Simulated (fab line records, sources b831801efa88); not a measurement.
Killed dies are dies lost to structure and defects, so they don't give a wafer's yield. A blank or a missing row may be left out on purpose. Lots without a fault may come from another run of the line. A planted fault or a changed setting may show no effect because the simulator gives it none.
Problem report in the 8D (eight disciplines) form, filled by code | flow sky130 | the parts of the form that need people (team, actions taken, sign-off) are left out

1. THE PROBLEM
spin_speed_rpm at SKY_PAD_OPEN_COAT_02 reads a mean of 2045.5 rpm on 6 wafers of 2 lots; wafers without a fault read 1999.8 rpm with a standard deviation of 1.5. That is +30 standard deviations from the usual mean.
The step: resist thk 3000 nm.
First seen on wafer L253.3, day 47 08:37, on litho_track-04. The record holds 33 wafers of 11 lots with a number at this step. Rule for "out", or "out of limits": more than 4 standard deviations from the usual mean. The other wafers with a number count as sound.

2. WHAT IT IS AND WHAT IT IS NOT
question                    | is                     | is not
which readings at this step | spin_speed_rpm         | -
which lots                  | L253, L258             | L245, L246, L248, L249, L259, L261, L262, L264, L266
which wafers of those lots  | all that have a number | -
read on which tools         | litho_track-04         | litho_track-01, litho_track-02
when                        | from day 47 08:37      | up to then (12 sound wafers); but 15 sound wafers of L259, L261, L262, L264, L266 came after

3. SUSPECTS, AND WHAT RULES EACH OUT
Counting: a tool at a process step up to the reading stays a suspect if it ran every lot that is out and no sound lot after the first of them.
- plasma_asher-01 at SKY_VIA4_STRIP_13 (strips in O2/N2): ruled out as a lasting fault. Sound lots L259 ran on it after its first lot that is out, L253 (day 45 02:27).
- cvd_w-01 at SKY_VIA4_CVD_18 (deposits W, target thk 505 nm, time 152.14 s): ruled out as a lasting fault. Sound lots L259, L261, L262 ran on it after its first lot that is out, L253 (day 45 03:10).
- litho_track-04 at SKY_PAD_OPEN_COAT_02 (resist thk 3000 nm): kept. It ran every lot that is out, first L253 (day 47 08:37), and no sound lot after that; its last sound lot up to then is L248 (day 46 10:07). Its own readings are out on those wafers: spin_speed_rpm.
Left after counting: litho_track-04 at SKY_PAD_OPEN_COAT_02.

4. THE CAUSE (what the simulator had put in)
Process parameter drift: litho_track-04, from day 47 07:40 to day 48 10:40, at SKY_PAD_OPEN_COAT_02. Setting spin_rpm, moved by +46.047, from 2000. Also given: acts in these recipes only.
Counting left only this tool.

5. THE CHAIN OF EFFECTS, in route order
Each row: a reading whose mean over the struck wafers that have a number lies more than 3 standard deviations from the usual. Only readings for which the record gives a usual standard deviation are gone through. hours: the time from each lot's start at the first step in this table that gives one to its start at this step, as a median over the lots. sigmas: the change in usual standard deviations.
hours | step                  | reading                  | usual      | on struck wafers | change | sigmas
0     | SKY_PAD_OPEN_COAT_02  | spin_speed_rpm           | 1999.8 rpm | 2045.5           | +45.7  | +30
10    | SKY_PAD_OPEN_STRIP_08 | strip_time_to_endpoint_s | 37.03 s    | 36.54            | -0.49  | -4.5
The process steps in it:
- SKY_PAD_OPEN_COAT_02: resist thk 3000 nm.
- SKY_PAD_OPEN_STRIP_08: strips in O2/N2.

6. WHAT WOULD HAVE CAUGHT IT SOONER
In this record the first reading out of limits was taken at day 47 08:37, 1 hour after the fault began at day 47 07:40.
